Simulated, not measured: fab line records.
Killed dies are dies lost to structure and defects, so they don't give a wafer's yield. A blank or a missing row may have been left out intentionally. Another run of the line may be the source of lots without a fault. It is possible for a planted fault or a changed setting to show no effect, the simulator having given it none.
Problem report in the 8D (eight disciplines) form, filled by code | flow gf180mcu | the parts of the form that need people (team, actions taken, sign-off) are left out

1. PROBLEM STATEMENT
Mean of heaterPowerTotalW at GF_V1_SOFTBAKE_10: 106.39 W across 6 wafers in 2 lots; on wafers with no fault it is 93.05 W (standard deviation 0.062). So: +99 or more standard deviations from the usual mean.
The step: time 60 s.
Earliest sighting: wafer L222.3 on lithoTrack-02 at day 22 11:00. Wafers with a number at this step in the record: 39, from 13 lots. Rule for "out" (also "out of limits"): further than 4 standard deviations from the usual mean. The other wafers with a number count as sound.

2. WHAT IT IS, WHAT IT ISN'T
question                    | is                            | is not
which readings at this step | heaterPowerTotalW, runLengthS | -
which lots                  | L222, L224                    | L209, L210, L211, L212, L214, L215, L216, L217, L218, L223, L225
which wafers of those lots  | all that have a number        | -
read on which tools         | lithoTrack-02                 | lithoTrack-01, lithoTrack-04
when                        | from day 22 11:00             | up to then (27 sound wafers); but 6 sound wafers of L223, L225 came after

3. WHAT RULES OUT EACH SUSPECT
Counting: a tool at any process step up to the reading remains a suspect when it ran all the lots that are out and ran no sound lot after the first of those.
- lithoTrack-02 at GF_V1_SOFTBAKE_10 (time 60 s): kept. It processed each lot that is out, first L222 at day 22 11:00, and no sound lot thereafter; up to then, the last sound lot it processed was L215 at day 20 12:00. Its own readings are out on those wafers: heaterPowerTotalW, runLengthS.
Left after counting: lithoTrack-02 at GF_V1_SOFTBAKE_10.

4. THE CAUSE (what the simulator had put in)
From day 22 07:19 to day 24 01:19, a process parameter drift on lithoTrack-02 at GF_V1_SOFTBAKE_10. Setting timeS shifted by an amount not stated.
The count eliminated every tool but this one.

5. THE CHAIN OF EFFECTS, in route order
One row per reading whose mean, taken over the struck wafers that have a number, lies over 3 standard deviations from the usual. Only readings whose record carries a usual standard deviation are examined. hours: median over the lots of the time between each lot's start at the first step of this table that gives one and its start at this step. sigmas: the change, counted in usual standard deviations.
hours | step              | reading           | usual   | on struck wafers | change | sigmas
0     | GF_V1_SOFTBAKE_10 | heaterPowerTotalW | 93.05 W | 106.39           | +13.34 | +99 or more
0     | GF_V1_SOFTBAKE_10 | runLengthS        | 89.10 s | 68.58            | -20.52 | -99 or more
Its process steps:
- GF_V1_SOFTBAKE_10: time 60 s.

6. WHAT WOULD HAVE CAUGHT IT SOONER
In this record the first reading out of limits was taken at day 22 11:00, 4 hours after the fault began at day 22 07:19.
